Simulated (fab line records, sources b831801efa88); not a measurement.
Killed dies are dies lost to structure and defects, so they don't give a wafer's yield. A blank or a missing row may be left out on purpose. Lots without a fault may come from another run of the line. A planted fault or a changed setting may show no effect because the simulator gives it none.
One fault seen from 2 desks | flow gf180mcu | each desk has only its own numbers; what lay behind them comes last

THE METROLOGY DESK
What the gauges read, lot by lot, whatever tool the lot ran on: means of the sampled wafers that have a number. A lot is out of limits, marked OUT, if its mean lies more than 4 standard deviations from the usual mean; the brackets give that distance.
Columns: A = cd_nm at GF_V1_CD_MEAS_14, usual 260.0 nm; B = V1_W_RS at GF_V1_RS_MEAS_24, usual 0.325 ohm/sq; C = V1_W_THK at GF_V1_THK_MEAS_25, usual 348 nm; D = M2_ALCU_THK at GF_M2_THK_MEAS_06, usual 450 nm
lot  | first seen here | A     | B               | C              | D
L807 | day 18 17:19    | 259.9 | 0.325           | 347            | 456
L808 | day 19 02:57    | 259.9 | 0.323           | 346            | 447
L809 | day 19 13:08    | 262.9 | 0.321           | 350            | 449
L810 | day 20 03:58    | 259.9 | 0.398 (+21) OUT | 306 (-9.9) OUT | 452
L811 | day 20 09:41    | 262.0 | 0.410 (+25) OUT | 301 (-11) OUT  | 440
L812 | day 20 14:05    | 260.5 | 0.443 (+35) OUT | 278 (-17) OUT  | 455
L815 | day 21 13:42    | 260.1 | 0.325           | 344            | 445
L819 | day 22 23:29    | 261.4 | 0.329           | 341            | 448
L821 | day 23 23:55    | 259.8 | 0.325           | 346            | 445
L822 | day 24 03:02    | 260.8 | 0.325           | 348            | 456
L823 | day 24 08:14    | 259.8 | 0.327           | 346            | 450
L829 | day 26 05:34    | 258.5 | 0.322           | 353            | 452
This desk's finding: out of limits on L810, L811, L812; first on L810, day 20 05:00 (V1_W_RS at GF_V1_RS_MEAS_24). In limits: L807, L808, L809, L815, L819, L821, L822, L823, L829.

THE TOOL OWNER'S DESK: cvd_w-02
The tool's own readings at GF_V1_CVD_23 (deposits W, target thk 350 nm, time 105.05 s): means of the sampled wafers that have a number, for each lot that ran on this tool. A lot is out of limits, marked OUT, if its mean lies more than 4 standard deviations from the usual mean; the brackets give that distance.
Columns: A = heater_power_w at GF_V1_CVD_23, usual 866 W
lot  | first seen here | A
L808 | day 19 03:55    | 872
L809 | day 19 14:03    | 851
L810 | day 20 04:52    | 901
L811 | day 20 10:36    | 880
L812 | day 20 14:59    | 870
L819 | day 23 00:23    | 874
L822 | day 24 03:56    | 853
L823 | day 24 09:09    | 867
This desk's finding: nothing out of limits on any of the 8 lots.

PUT TOGETHER
The metrology desk could have raised an alarm at day 20 05:00, on L810, L811, L812.
The tool owner's desk saw nothing out of limits.
The tool owner's desk has L810, L811, L812 on record, within its limits.
Of the lots named, all ran GF_V1_CVD_23 on cvd_w-02.

WHAT THE SIMULATOR HAD PUT IN
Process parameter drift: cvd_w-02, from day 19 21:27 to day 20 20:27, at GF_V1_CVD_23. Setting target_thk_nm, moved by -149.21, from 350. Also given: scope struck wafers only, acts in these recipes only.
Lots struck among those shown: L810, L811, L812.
Hours from the fault's start to each desk's first reading out of limits: the metrology desk, 8.
